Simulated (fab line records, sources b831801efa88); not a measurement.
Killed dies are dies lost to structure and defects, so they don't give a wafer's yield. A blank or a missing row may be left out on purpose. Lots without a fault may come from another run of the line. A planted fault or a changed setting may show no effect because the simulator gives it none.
fab line records | flow sky130
record lots=7 wafers=21 last_day=50
route steps=708 shown FIELD_ISO@1 PAD_OPEN@708
lots that met no fault: from a run of the same line without faults
start_h: hours from the record's first day to the start of the lot's first wafer shown | wait_h: hours since the lot's step before | " the same as in the row above | L1.1+2: a row that stands for several wafers | - no value, or no start given | * or withheld: withheld | < > ~ a bound
route shown NAME@n: a module of which the file shows steps, and the number in the route of the first | usual: mean/standard deviation of fault-free wafers | same: alike in all rows | chamber/n: place in a boat | sites: the reading at each site | _std_site: their standard deviation | _edge_site: outer sites' mean less inner sites' | radius_mm: how far each site lies from the wafer's centre | mask NAME#n: copy n | behind: the tool/chamber that last shaped the wafer | hold: why the lot was held/for how many hours/how that ended | device: the transistor (n, p or np) that didn't switch | end of line: the same wafers' tests at the end of the route | a step without rows: its recipe alone | killed: dies lost to structure and defects at the first sort, not the wafer's yield | map: a wafer's dies, x killed, . not, _ none there
set.NAME: the setting as run; set.NAME@STEP: as run at that earlier step | model.NAME: the simulator's own value behind a step, which no gauge read
lots at some steps of the route; a table a step, a row a wafer
services: from which hour (start_h, from the record's first day; less than 0 if before it) a tool's chamber was out of use, for how many hours, and why
## steps
# step SKY_FIELD_ISO_BOW_MEAS_00
# recipe mode=bow
# usual INCOMING_BOW=0/6.6
# columns lot.wafer tool chamber start_h wait_h INCOMING_BOW[um]
L192.1 film_metro-02 - 15.00 - -12
L192.3 " - " " -1
L192.5 " - " " -4
L197.4 film_metro-03 - 40.06 - -1
L197.5 " - " " -11
L197.6 " - " " -3
L198.1 film_metro-02 - 45.00 - 2
L198.3 " - " " 2
L198.5 " - " " -6
L199.1 film_metro-03 - 50.00 - -3
L199.5 " - " " -13
L199.6 " - " " 10
L200.3 film_metro-03 - 55.04 - 12
L200.4 " - " " 7
L200.6 " - " " 9
L207.2 film_metro-02 - 90.02 - -5
L207.4 " - " " -2
L207.5 " - " " 2
L212.2 film_metro-02 - 115.02 - 0
L212.4 " - " " 4
L212.6 " - " " 6
# step SKY_FIELD_ISO_OXIDATION_01
# recipe temp_c=900 ambient=O2 stabilise_s=600 purge_s=300 target_thk_a=120 ox_time_s=1843
# step SKY_FIELD_ISO_THK_MEAS_02
# recipe reads=SiO2_of_FIELD_ISO_OXIDATION_01
# usual FIELD_ISO_OXIDATION_00_THK=11.97/0.2
# columns lot.wafer tool chamber start_h wait_h FIELD_ISO_OXIDATION_00_THK[nm]
L192.1 film_metro-02 - 22.57 0.0 12.12
L192.3 " - " " 12.11
L192.5 " - " " 12.10
L197.4 film_metro-02 - 42.05 0.0 12.07
L197.5 " - " " 12.32
L197.6 " - " " 11.94
L198.1 film_metro-02 - 47.05 0.0 12.12
L198.3 " - " " 11.93
L198.5 " - " " 11.98
L199.1 film_metro-04 - 51.63 0.0 11.94
L199.5 " - " " 12.22
L199.6 " - " " 12.03
L200.3 film_metro-03 - 56.65 0.0 12.24
L200.4 " - " " 12.05
L200.6 " - " " 12.15
L207.2 film_metro-02 - 93.25 0.0 12.19
L207.4 " - " " 12.03
L207.5 " - " " 12.09
L212.2 film_metro-02 - 116.96 0.0 11.85
L212.4 " - " " 11.68
L212.6 " - " " 11.54
# step SKY_FIELD_ISO_CVD_03
# recipe material=Si3N4 precursor=DCS/NH3 target_thk_nm=165 temp_c=770 time_s=2830 pressure_mtorr=250
# step SKY_FIELD_ISO_THK_MEAS_04
# recipe reads=Si3N4_of_FIELD_ISO_CVD_03
# usual FIELD_ISO_CVD_03_THK=165.8/1.6
# columns lot.wafer tool chamber start_h wait_h FIELD_ISO_CVD_03_THK[nm]
L192.1 film_metro-03 - 24.41 0.0 166.6
L192.3 " - " " 164.7
L192.5 " - " " 166.7
L197.4 film_metro-03 - 43.90 0.0 167.0
L197.5 " - " " 165.0
L197.6 " - " " 167.3
L198.1 film_metro-04 - 51.36 0.0 164.0
L198.3 " - " " 163.5
L198.5 " - " " 164.3
L199.1 film_metro-03 - 54.35 0.0 164.3
L199.5 " - " " 163.8
L199.6 " - " " 164.1
L200.3 film_metro-04 - 58.50 0.0 165.6
L200.4 " - " " 167.0
L200.6 " - " " 165.8
L207.2 film_metro-03 - 96.80 0.0 166.7
L207.4 " - " " 166.7
L207.5 " - " " 165.6
L212.2 film_metro-04 - 118.80 0.0 166.7
L212.4 " - " " 167.1
L212.6 " - " " 166.4
# step SKY_FIELD_ISO_DEHYDRATE_05
# recipe temp_c=200 time_s=60
# step SKY_FIELD_ISO_HMDS_06
# recipe prime_time_s=60 prime_temp_c=120
# step SKY_FIELD_ISO_COAT_07
# recipe resist=BARC temp_c=withheld time_s=withheld spin_rpm=3000 resist_thk_nm=60
# step SKY_FIELD_ISO_COAT_08
# recipe resist=KrF-thick spin_rpm=3000 resist_thk_nm=450
# step SKY_FIELD_ISO_SOFTBAKE_09
# recipe temp_c=100 time_s=90 resist=KrF-thick
# step SKY_FIELD_ISO_EXPOSE_10
# recipe mask_id=FOM na=0.68 source_shape=annular sigma_inner=0.4 sigma_outer=0.8 target_cd_nm=150 dose_mj=28
# usual exposure_dose_mJ_cm2=28.40/0.085
# columns lot.wafer tool chamber start_h wait_h mask exposure_dose_mJ_cm2
L192.1 krf_scanner-01 0 31.36 - FOM#0 28.30
L192.3 " 0 " " FOM#0 28.32
L192.5 " 0 " " FOM#0 28.31
L197.4 krf_scanner-02 0 51.41 - FOM#0 28.47
L197.5 " 0 " " FOM#0 28.45
L197.6 " 0 " " FOM#0 28.45
L198.1 krf_scanner-02 0 59.66 - FOM#0 31.67
L198.3 " 0 " " FOM#0 31.68
L198.5 " 0 " " FOM#0 31.67
L199.1 krf_scanner-02 0 62.35 - FOM#0 31.67
L199.5 " 0 " " FOM#0 31.67
L199.6 " 0 " " FOM#0 31.65
L200.3 krf_scanner-02 0 66.40 - FOM#0 31.63
L200.4 " 0 " " FOM#0 31.66
L200.6 " 0 " " FOM#0 31.63
L207.2 krf_scanner-01 0 105.61 - FOM#0 28.31
L207.4 " 0 " " FOM#0 28.28
L207.5 " 0 " " FOM#0 28.26
L212.2 krf_scanner-01 0 128.75 - FOM#0 28.30
L212.4 " 0 " " FOM#0 28.31
L212.6 " 0 " " FOM#0 28.32
# step SKY_FIELD_ISO_PEB_11
# recipe peb_temp_c=withheld peb_time_s=withheld resist=KrF-thick
# step SKY_FIELD_ISO_DEVELOP_12
# recipe develop_time_s=60 resist=KrF-thick dev_temp_c=21
# step SKY_FIELD_ISO_CD_MEAS_13
# recipe target_cd_nm=150
# usual cd_nm=149.9/1.8
# columns lot.wafer tool chamber start_h wait_h hold cd_nm
L192.1 cd_sem-02 - 38.21 - - 149.5
L192.3 " - " " - 150.2
L192.5 " - " " - 151.0
L197.4 cd_sem-01 - 59.61 - - 150.3
L197.5 " - " " - 150.7
L197.6 " - " " - 150.8
L198.1 cd_sem-01 - 67.51 - await_dispo/0.2h/release 130.6
L198.3 " - " " await_dispo/0.2h/release 130.3
L198.5 " - " " await_dispo/0.2h/release 129.8
L198.1 cd_sem-01 - 67.80 0.3 - 130.8
L198.3 " - " " - 130.1
L198.5 " - " " - 130.3
L199.1 cd_sem-02 - 70.31 - await_dispo/0.2h/release 129.2
L199.5 " - " " await_dispo/0.2h/release 129.1
L199.6 " - " " await_dispo/0.2h/release 129.1
L199.1 cd_sem-02 - 70.60 0.3 - 129.1
L199.5 " - " " - 129.6
L199.6 " - " " - 128.9
L200.3 cd_sem-02 - 74.80 - await_dispo/0.2h/release 129.7
L200.4 " - " " await_dispo/0.2h/release 129.0
L200.6 " - " " await_dispo/0.2h/release 129.8
L200.3 cd_sem-02 - 75.08 0.3 - 129.6
L200.4 " - " " - 129.4
L200.6 " - " " - 129.6
L207.2 cd_sem-02 - 115.08 - - 151.1
L207.4 " - " " - 150.3
L207.5 " - " " - 150.6
L212.2 cd_sem-02 - 138.32 - - 152.5
L212.4 " - " " - 149.4
L212.6 " - " " - 150.9
# step SKY_FIELD_ISO_ETCH_14
# recipe chemistry=N2/H2 target=BARC ion_energy_ev=200 source_w=500 bias_w=100 pressure_mtorr=30 n2_flow_sccm=100 h2_flow_sccm=200 stop_on=SiO2 time_s=45.9 target_depth_a=600
# usual drypump_motor_current_A=5.7/0.43 oes_product_au=0.855/0.0048 throttle_valve_pct=13.225/0.0096
# columns lot.wafer tool chamber start_h wait_h hold drypump_motor_current_A oes_product_au rf_hours_counter_h throttle_valve_pct model.FIELD_ISO.cd_nm
L192.1 rie_diel-03 2 38.33 0.1 - 6.4 0.867 159 13.227 150
L192.3 " 0 " " - 6.0 0.857 85 13.220 150.5
L192.5 " 0 " " - 6.0 0.847 - 13.236 151.6
L197.4 rie_diel-02 1 59.67 0.0 - 5.4 0.862 7 13.233 150.2
L197.5 " 2 " " - 6.1 0.851 - 13.231 150
L197.6 " 1 " " - 5.4 0.847 - 13.230 150.7
L199.1 rie_diel-04 3 73.50 2.9 await_dispo/2.8h/release 5.4 0.856 2 13.232 129.2
L199.5 " 3 " " await_dispo/2.8h/release 5.4 0.863 - 13.233 129.5
L199.6 " 0 " " await_dispo/2.8h/release 5.0 0.860 - 13.219 129.7
L200.3 rie_diel-03 0 78.21 3.1 await_dispo/3.0h/release 6.0 0.846 86 13.225 129.8
L200.4 " 2 " " await_dispo/3.0h/release 6.4 0.855 160 13.220 129.2
L200.6 " 2 " " await_dispo/3.0h/release 6.4 0.855 - 13.245 129.4
L198.1 rie_diel-04 2 80.24 12.4 await_dispo/12.3h/release 5.7 0.844 168 13.226 131.2
L198.3 " 3 " " await_dispo/12.3h/release 5.4 0.850 2 13.214 130.8
L198.5 " 2 " " await_dispo/12.3h/release 5.7 0.854 - 13.218 130.8
L207.2 rie_diel-02 3 115.18 0.1 - 5.2 0.853 81 13.233 151.1
L207.4 " 1 " " - 5.4 0.857 8 13.234 149.8
L207.5 " 0 " " - 6.2 0.857 - 13.220 149.6
L212.2 rie_diel-04 2 138.42 0.1 - 5.7 0.865 1 13.228 153.3
L212.4 " 0 " " - 5.0 0.856 24 13.224 150.3
L212.6 " 2 " " - 5.7 0.854 - 13.238 151.5
# step SKY_FIELD_ISO_ETCH_15
# recipe chemistry=CHF3/O2 target_depth_nm=180 stop_on=Si source_w=600 bias_w=200 pressure_mtorr=40 chf3_flow_sccm=50 O2_flow_sccm=5 time_s=72
# usual drypump_motor_current_A=5.6/0.42 oes_product_au=0.949/0.0067 throttle_valve_pct=8.846/0.01
# columns lot.wafer tool chamber start_h wait_h drypump_motor_current_A oes_product_au rf_hours_counter_h throttle_valve_pct
L192.1 rie_diel-03 2 38.37 0.0 6.4 0.955 159 8.856
L192.3 " 0 " " 6.0 0.947 85 8.838
L192.5 " 0 " " 6.0 0.959 - 8.839
L197.4 rie_diel-02 1 59.72 0.0 5.4 0.948 7 8.854
L197.5 " 2 " " 6.1 0.946 - 8.868
L197.6 " 1 " " 5.4 0.954 - 8.852
L199.1 rie_diel-04 3 73.55 0.0 5.4 0.945 2 8.837
L199.5 " 3 " " 5.4 0.947 - 8.857
L199.6 " 0 " " 4.9 0.942 - 8.829
L200.3 rie_diel-03 0 78.27 0.0 6.0 0.950 86 8.856
L200.4 " 2 " " 6.4 0.950 160 8.855
L200.6 " 2 " " 6.4 0.948 - 8.832
L198.1 rie_diel-04 2 80.28 0.0 5.7 0.954 168 8.840
L198.3 " 3 " " 5.4 0.940 2 8.826
L198.5 " 2 " " 5.7 0.946 - 8.854
L207.2 rie_diel-02 3 115.22 0.0 5.2 0.951 81 8.834
L207.4 " 1 " " 5.4 0.955 8 8.842
L207.5 " 0 " " 6.2 0.941 - 8.842
L212.2 rie_diel-04 2 138.47 0.0 5.7 0.952 1 8.856
L212.4 " 0 " " 5.0 0.947 24 8.847
L212.6 " 2 " " 5.7 0.953 - 8.868
# step SKY_FIELD_ISO_STRIP_16
# recipe chemistry=O2/N2 power_w=1400 pressure_mtorr=1500 platen_temp_c=withheld o2_flow_sccm=3000 n2_flow_sccm=300 overash_fraction=0.5
# usual drypump_motor_current_A=6.1/0.36 oes_product_au=0.378/0.0051 strip_time_to_endpoint_s=3.56/0.035
# columns lot.wafer tool chamber start_h wait_h drypump_motor_current_A oes_product_au rf_hours_counter_h strip_time_to_endpoint_s
L192.1 plasma_asher-02 1 38.43 0.0 6.1 0.377 35 3.54
L192.3 " 0 " " 5.8 0.371 - 3.55
L192.5 " 1 " " 6.1 0.378 - 3.56
L197.4 plasma_asher-01 0 59.81 0.1 6.2 0.379 - 3.60
L197.5 " 1 " " 6.7 0.380 - 3.62
L197.6 " 0 " " 6.1 0.382 - 3.60
L199.1 plasma_asher-01 0 73.78 0.2 6.1 0.371 40 3.51
L199.5 " 0 " " 6.1 0.369 - 3.51
L199.6 " 1 " " 6.7 0.378 - 3.59
L200.3 plasma_asher-01 1 78.49 0.2 6.7 0.381 - 3.54
L200.4 " 0 " " 6.1 0.380 - 3.57
L200.6 " 1 " " 6.7 0.375 - 3.56
L198.1 plasma_asher-01 0 80.34 0.0 6.2 0.384 40 3.58
L198.3 " 1 " " 6.7 0.374 - 3.48
L198.5 " 0 " " 6.2 0.388 - 3.60
L207.2 plasma_asher-02 1 115.28 0.0 6.0 0.377 41 3.59
L207.4 " 0 " " 5.8 0.384 - 3.58
L207.5 " 1 " " 6.0 0.380 - 3.55
L212.2 plasma_asher-04 0 138.52 0.0 6.0 0.378 32 3.57
L212.4 " 0 " " 6.0 0.373 - 3.56
L212.6 " 1 " " 5.3 0.387 - 3.55
# step SKY_FIELD_ISO_ETCH_17
# recipe target_depth_a=3420 mask_material=Si3N4 chemistry=HBr/Cl2/O2 target=Si taper_deg=5 icp_w=600 bias_w=150 pressure_mtorr=15 HBr_flow_sccm=150 Cl2_flow_sccm=40 O2_flow_sccm=6 time_s=97.7
# usual drypump_motor_current_A=5.6/0.44 oes_product_au=0.997/0.0088 throttle_valve_pct=25.657/0.0094
# columns lot.wafer tool chamber start_h wait_h drypump_motor_current_A oes_product_au rf_hours_counter_h throttle_valve_pct model.FIELD_ISO.cd_nm
L192.1 rie_si-01 1 38.53 0.1 5.5 0.997 83 25.656 149.5
L192.3 " 3 " " 4.9 0.990 102 25.644 149.3
L192.5 " 1 " " 5.5 0.997 - 25.658 150.5
L197.4 rie_si-01 3 59.87 0.0 4.9 0.989 102 25.666 150.7
L197.5 " 0 " " 5.0 0.998 - 25.661 151.1
L197.6 " 3 " " 4.9 1.003 - 25.647 151.3
L199.1 rie_si-02 2 73.88 0.1 5.5 0.986 3 25.667 127.8
L199.5 " 2 " " 5.5 0.990 - 25.654 128.7
L199.6 " 3 " " 6.1 0.993 - 25.670 130
L200.3 rie_si-01 1 78.56 0.0 5.5 1.006 83 25.668 130.2
L200.4 " 0 " " 5.0 0.997 85 25.657 128.1
L200.6 " 1 " " 5.5 0.998 - 25.659 128.2
L198.1 rie_si-01 2 80.44 0.1 5.5 0.991 119 25.637 133.1
L198.3 " 0 " " 5.0 0.984 85 25.653 130
L198.5 " 0 " " 5.0 0.990 - 25.661 131.9
L207.2 rie_si-02 2 115.38 0.1 5.5 0.983 3 25.663 151
L207.4 " 1 " " 6.2 1.000 53 25.653 149.2
L207.5 " 0 " " 5.7 1.003 - 25.656 149.7
L212.2 rie_si-02 3 138.62 0.1 6.1 0.998 3 25.649 154.6
L212.4 " 0 " " 5.7 1.006 3 25.650 150.2
L212.6 " 0 " " 5.7 1.010 - 25.641 152.8
# step SKY_FIELD_ISO_WET_ETCH_18
# recipe chemistry=H3PO4 target_depth_nm=25 temp_c=160 target=Si3N4 time_s=286
# step SKY_PAD_OPEN_PROBE_99
# usual killed_at_M0_to_M3=43/6.8 killed_at_M4_up=3.2/1.7 killed_at_contacts=24/5.7 killed_at_front_end=16/4.3 killed_at_other=0.3/0.56 killed_dies=86/9.5 killed_open=47/6.9 killed_short=39/5.8
# same gross_dies=492 killed_at_back_side=0
# columns lot.wafer tool chamber start_h wait_h hold killed_at_M0_to_M3 killed_at_M4_up killed_at_contacts killed_at_front_end killed_at_other killed_dies killed_open killed_short model.etest.pfet_g5v0d10v5.r_on_ohm_um model.etest.res_pdiff.line_ohm_um model.etest.res_ndiff.line_ohm_um model.etest.sram_nfet_pass.drive_ua_um model.etest.sonos_uncharged.r_on_ohm_um model.etest.res_ndiff.width_nm model.etest.res_pdiff.width_nm model.etest.sram_pfet_latch.drive_ua_um
L192.1 prober-01 - 1086.32 0.1 - 48 2 21 17 1 89 55 34 4781 1370 755.5 482.7 821 156.4 143.8 143.4
L192.3 prober-01 - 1086.42 0.2 - 36 1 23 7 0 67 41 26 4753 1379 769.2 495.8 804.4 156.1 143.8 149.6
L192.5 prober-01 - 1086.52 0.2 - 36 5 29 13 0 83 48 35 4763 1366 750.3 489.5 800.7 158.2 144.6 146.2
L197.4 prober-01 - 1110.38 0.2 - 43 3 25 9 0 80 47 33 4792 1417 745.7 495.1 799 158.4 145.1 137.9
L197.5 prober-01 - 1110.43 0.2 - 34 2 25 18 0 79 44 35 4702 1409 741.3 506.1 802.3 157.4 144.4 146.4
L197.6 prober-01 - 1110.48 0.2 - 36 4 21 15 0 76 36 39 4704 1394 746.9 508.1 810.6 158.5 145.8 136.7
L198.1 prober-01 - 1117.31 0.1 await_dispo/2.1h/release 32 2 23 27 0 84 43 33 4855 1571 844.5 418.5 852.9 140.2 127.3 125
L198.3 prober-01 - 1117.41 0.2 await_dispo/2.1h/release 42 1 24 53 0 120 45 44 5000 1573 865.2 410 858.2 137.8 123.5 118.7
L198.5 prober-01 - 1117.51 0.2 await_dispo/2.1h/release 30 4 27 33 0 94 43 36 4862 1590 873.2 411.6 857.6 138.9 125.9 119.9
L199.1 prober-02 - 1120.92 0.1 await_dispo/0.6h/release 59 4 22 61 0 146 60 33 4979 1586 896.8 434.5 873 135.3 121.6 126
L199.5 prober-02 - 1121.12 0.2 await_dispo/0.6h/release 53 3 26 72 0 154 50 49 4995 1589 879.6 434 867.8 136 122.8 122.8
L199.6 prober-02 - 1121.17 0.2 await_dispo/0.6h/release 54 4 37 67 1 163 70 49 4934 1576 876.1 434.7 858.5 137.2 123.7 126
L200.3 prober-01 - 1129.77 0.2 await_dispo/3.4h/release 49 8 10 48 0 115 36 38 4945 1586 846.7 419.6 834.5 137.6 124.3 116.9
L200.4 prober-01 - 1129.82 0.2 await_dispo/3.4h/release 43 5 25 59 1 133 46 39 4858 1606 882 408.9 855.3 135.3 122.2 118.4
L200.6 prober-01 - 1129.92 0.2 await_dispo/3.4h/release 31 1 18 69 0 119 36 30 4962 1602 881.8 414.3 852.2 134.5 122.3 112.3
L207.2 prober-02 - 1171.87 0.1 - 48 4 26 12 1 91 45 45 4744 1408 762.9 483.6 809.7 158 145.3 138.4
L207.4 prober-02 - 1171.97 0.2 - 36 3 39 15 0 93 50 43 4833 1423 773.9 479.3 797.8 156.3 143.5 138.2
L207.5 prober-02 - 1172.02 0.2 - 52 4 30 11 0 97 53 44 4769 1444 766.1 480.6 815.3 156.9 143.9 136.4
L212.2 prober-02 - 1188.57 0.1 - 46 5 19 19 0 89 57 32 4667 1338 743 502.4 819.5 161.2 148.5 141.7
L212.4 prober-02 - 1188.67 0.2 - 41 1 16 16 0 74 36 38 4727 1349 754.6 503.2 827.4 156.9 143.5 134.5
L212.6 prober-02 - 1188.77 0.2 - 54 3 18 19 0 94 46 48 4631 1341 741.3 484.3 836.4 159.8 147.3 139.1
# killed by level:class
L192.1 VIA1:geometric_particle:open=12 CONTACT:geometric_particle:open=11 VIA1:geometric_particle:short=10 VIA3:geometric_particle:open=7 FIELD_ISO:geometric_particle:open=6 VIA2:geometric_particle:open=6 LI_CONTACT:geometric_particle:open=4 METAL1:geometric_particle:short=4
L192.3 CONTACT:geometric_particle:open=8 LI_CONTACT:geometric_particle:open=8 VIA2:geometric_particle:open=7 METAL1:geometric_particle:short=5 VIA1:geometric_particle:open=5 METAL1:geometric_particle:open=4 FIELD_ISO:geometric_particle:short=3 METAL2:geometric_particle:open=3
L192.5 VIA1:geometric_particle:open=11 CONTACT:geometric_particle:open=9 LI_CONTACT:geometric_particle:open=8 VIA1:geometric_particle:short=8 VIA2:geometric_particle:open=7 CONTACT:geometric_particle:short=5 POLY_GATE:geometric_particle:short=4 METAL2:geometric_particle:short=4
L197.4 VIA1:geometric_particle:open=11 VIA3:geometric_particle:open=9 VIA1:geometric_particle:short=9 CONTACT:geometric_particle:open=7 LI_CONTACT:geometric_particle:open=6 CONTACT:geometric_particle:short=5 LOCAL_INTERCONNECT:geometric_particle:short=4 VIA2:geometric_particle:open=4
L197.5 LI_CONTACT:geometric_particle:open=7 VIA1:geometric_particle:open=7 CONTACT:geometric_particle:open=6 VIA3:geometric_particle:open=6 CONTACT:geometric_particle:short=5 LOCAL_INTERCONNECT:geometric_particle:short=5 VIA2:geometric_particle:open=5 METAL2:geometric_particle:short=4
L197.6 VIA1:geometric_particle:open=7 CONTACT:geometric_particle:open=6 LI_CONTACT:geometric_particle:open=5 CONTACT:geometric_particle:short=5 VIA2:geometric_particle:open=5 FIELD_ISO:geometric_particle:short=4 METAL1:geometric_particle:short=4 VIA3:geometric_particle:open=4
L198.1 CONTACT:geometric_particle:open=8 FIELD_ISO:area_expose=8 FIELD_ISO:geometric_particle:open=7 VIA2:geometric_particle:open=7 POLY_GATE:geometric_particle:short=6 LI_CONTACT:geometric_particle:open=6 VIA1:geometric_particle:open=6 METAL2:geometric_particle:short=6
L198.3 FIELD_ISO:area_expose=31 CONTACT:geometric_particle:open=12 FIELD_ISO:geometric_particle:short=8 POLY_GATE:geometric_particle:short=8 VIA1:geometric_particle:open=7 VIA2:geometric_particle:open=7 METAL2:geometric_particle:short=6 VIA3:geometric_particle:open=6
L198.5 CONTACT:geometric_particle:open=14 FIELD_ISO:area_expose=14 VIA1:geometric_particle:open=8 POLY_GATE:geometric_particle:open=6 POLY_GATE:geometric_particle:short=6 LI_CONTACT:geometric_particle:open=4 CONTACT:geometric_particle:short=4 VIA3:geometric_particle:short=4
L199.1 FIELD_ISO:area_expose=53 VIA2:geometric_particle:open=12 LI_CONTACT:geometric_particle:open=12 VIA1:geometric_particle:open=12 VIA3:geometric_particle:open=9 VIA1:geometric_particle:short=8 CONTACT:geometric_particle:open=5 METAL2:geometric_particle:short=5
L199.5 FIELD_ISO:area_expose=55 VIA1:geometric_particle:open=17 LI_CONTACT:geometric_particle:open=9 VIA3:geometric_particle:short=7 CONTACT:geometric_particle:open=6 METAL1:geometric_particle:short=6 FIELD_ISO:geometric_particle:open=5 FIELD_ISO:geometric_particle:short=5
L199.6 FIELD_ISO:area_expose=44 VIA1:geometric_particle:open=16 LI_CONTACT:geometric_particle:open=13 VIA2:geometric_particle:open=10 CONTACT:geometric_particle:short=7 VIA3:geometric_particle:open=7 VIA1:geometric_particle:short=7 FIELD_ISO:geometric_particle:short=6
L200.3 FIELD_ISO:area_expose=40 METAL2:geometric_particle:short=15 VIA1:geometric_particle:open=8 VIA3:geometric_particle:open=7 METAL1:geometric_particle:short=6 METAL4:geometric_particle:short=6 VIA2:geometric_particle:open=5 LI_CONTACT:geometric_particle:short=4
L200.4 FIELD_ISO:area_expose=45 VIA1:geometric_particle:open=11 LI_CONTACT:geometric_particle:open=10 VIA2:geometric_particle:open=6 LOCAL_INTERCONNECT:geometric_particle:short=6 METAL2:geometric_particle:short=5 CONTACT:geometric_particle:short=5 VIA1:geometric_particle:short=5
L200.6 FIELD_ISO:area_expose=53 LI_CONTACT:geometric_particle:open=8 VIA3:geometric_particle:open=7 METAL1:geometric_particle:short=6 VIA1:geometric_particle:open=5 FIELD_ISO:geometric_particle:short=4 LOCAL_INTERCONNECT:geometric_particle:short=4 CONTACT:geometric_particle:open=4
L207.2 CONTACT:geometric_particle:open=8 VIA2:geometric_particle:open=8 VIA1:geometric_particle:open=7 LI_CONTACT:geometric_particle:open=7 METAL2:geometric_particle:short=7 METAL3:geometric_particle:short=7 VIA2:geometric_particle:short=6 METAL1:geometric_particle:short=5
L207.4 CONTACT:geometric_particle:open=15 VIA3:geometric_particle:open=7 LI_CONTACT:geometric_particle:open=6 LOCAL_INTERCONNECT:geometric_particle:short=6 CONTACT:geometric_particle:short=6 VIA1:geometric_particle:open=6 POLY_GATE:geometric_particle:open=5 LI_CONTACT:geometric_particle:short=5
L207.5 CONTACT:geometric_particle:open=14 VIA3:geometric_particle:open=12 VIA1:geometric_particle:short=10 LI_CONTACT:geometric_particle:open=8 VIA1:geometric_particle:open=6 VIA2:geometric_particle:open=6 METAL3:geometric_particle:short=5 CONTACT:geometric_particle:short=5
L212.2 VIA1:geometric_particle:open=16 LI_CONTACT:geometric_particle:open=8 VIA3:geometric_particle:open=8 METAL2:geometric_particle:short=7 FIELD_ISO:geometric_particle:open=5 POLY_GATE:geometric_particle:open=5 CONTACT:geometric_particle:short=5 POLY_GATE:geometric_particle:short=4
L212.4 VIA1:geometric_particle:open=10 VIA3:geometric_particle:open=7 FIELD_ISO:geometric_particle:short=6 METAL1:geometric_particle:short=6 FIELD_ISO:geometric_particle:open=4 CONTACT:geometric_particle:open=4 LI_CONTACT:geometric_particle:short=3 LI_CONTACT:geometric_particle:open=3
L212.6 METAL2:geometric_particle:short=12 VIA1:geometric_particle:open=11 LI_CONTACT:geometric_particle:open=9 FIELD_ISO:geometric_particle:short=5 FIELD_ISO:geometric_particle:open=5 VIA2:geometric_particle:short=5 METAL3:geometric_particle:short=5 VIA3:geometric_particle:open=5
# map L198.3 (x killed, . not)
__________x......xx._________
________.............._______
______.x...x.x..x...x..._____
_____x..x...xx.....x.....____
____..........x.x......x..___
___....x......xx......x...x__
__......x....xx.x....x....x._
_........xx..x..........x....
_.x.x.......xx.xx....xx...x..
_.....x..x.x..xx.x...x.x.....
_.x.x.x..xxxxxxxxxx...x......
_............x....x...x.x...x
_x....xxxxx.xx.x..x...x....x.
_........x..xx.x..xx..x...xx.
_...x......x........x..xx...x
__x.x..xxx...x.....xx.x..x.._
___...x...x..x....x........__
____x.....x...x.....x.....___
_____....xx............x.____
______.........x.....x.._____
________............x._______
__________x.......x._________
# map L199.6 (x killed, . not)
__________...x....xx_________
________.......xxx...x_______
______.x.xxx......xx...._____
_____x....xx...xx..x.....____
____....xx........x.x..xx.___
___.......x....x.......x..x__
__xx..x.xxx..x.x..x...x....._
_x.......xxx.xxx.xxx...x..xx.
_.x......xx....xx..x......x..
_.......x..xxxxx.x....x..x..x
_.....xx...xxxxx.xx.x.x..x.x.
_.xx.x.x.x.x..x..xx..x.......
_.....x.xxx.x......xx.....x.x
_..xx....xx.x....xxx.xx......
_...x.xxx..x..xxxxx..xx......
__..x.x.x.x.xxxx....x......._
___...x.xx.....x.x....x....__
____xx.....xx...xx....xx.x___
_____x..x......x..x......____
______.xxx.....x..xx...x_____
________....x.xx.....x_______
__________x........._________
## services
# columns tool chamber start_h hours kind
krf_scanner-02 - 7.86 1.1 repair
rie_diel-03 - 19.84 0.1 repair
plasma_asher-04 - 21.29 2.8 pm
rie_si-01 - 26.76 0.1 repair
rie_diel-03 3 39.09 14.2 repair
krf_scanner-02 - 46.23 0.9 repair
krf_scanner-02 - 46.25 1.0 repair
rie_diel-03 1 48.47 2.7 repair
krf_scanner-02 - 52.82 1.4 repair
rie_diel-03 3 57.39 3.6 repair
krf_scanner-01 - 63.47 1.0 pm
plasma_asher-02 - 67.69 6.8 repair
krf_scanner-01 - 90.57 0.8 pm
rie_diel-04 - 93.63 1.1 repair
rie_diel-04 0 95.56 4.0 repair
rie_diel-02 2 104.59 9.1 repair
krf_scanner-02 - 112.33 1.3 pm
rie_si-02 3 124.74 1.9 repair
krf_scanner-02 - 126.37 1.0 pm
rie_diel-02 0 127.64 15.2 repair
krf_scanner-01 - 132.97 4.0 pm
rie_diel-02 3 134.27 4.8 repair
krf_scanner-01 - 136.99 1.3 pm
krf_scanner-01 - 137.29 2.5 repair
## key
first_sign step=SKY_FIELD_ISO_EXPOSE_10 reading=exposure_dose_mJ_cm2 direction=up sigmas=38 usual=* struck=*
effect step=SKY_FIELD_ISO_CD_MEAS_13 reading=visit direction=added
effect step=SKY_FIELD_ISO_CD_MEAS_13 reading=cd_nm direction=down sigmas=12 usual=149.9 struck=129.6
effect step=SKY_PAD_OPEN_PROBE_99 reading=killed_at_front_end direction=up sigmas=9.1 usual=16 struck=54
model_effect step=SKY_FIELD_ISO_ETCH_14 value=FIELD_ISO.cd_nm without=150.7 struck=129.9
model_effect step=SKY_FIELD_ISO_ETCH_17 value=FIELD_ISO.cd_nm without=150.6 struck=129.8
model_effect step=SKY_PAD_OPEN_PROBE_99 value=etest.pfet_g5v0d10v5.r_on_ohm_um without=4689 struck=4932
more_kills_born_at SKY_FIELD_ISO_EXPOSE_10@krf_scanner-02=343
met_at SKY_FIELD_ISO_EXPOSE_10
struck_wafers L198.1,L198.3,L198.5,L199.1,L199.5,L199.6,L200.3,L200.4,L200.6
tester_left_out L198,L199,L200
onset_between 51.41 59.66
fault kind=process_parameter_drift tool=krf_scanner-02 chamber=- onset_h=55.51 steps=SKY_FIELD_ISO_EXPOSE_10 channel=dose_mj offset=3.1831 shape=step acts_in=these_recipes_only stated=28
# tester_left_out: of these lots the tester's yield and bins aren't shown, on N5 and GAA mostly nor the transistor test; their killed dies are dies lost to structure and defects alone, not to doping, threshold or leakage, so they don't give the yield
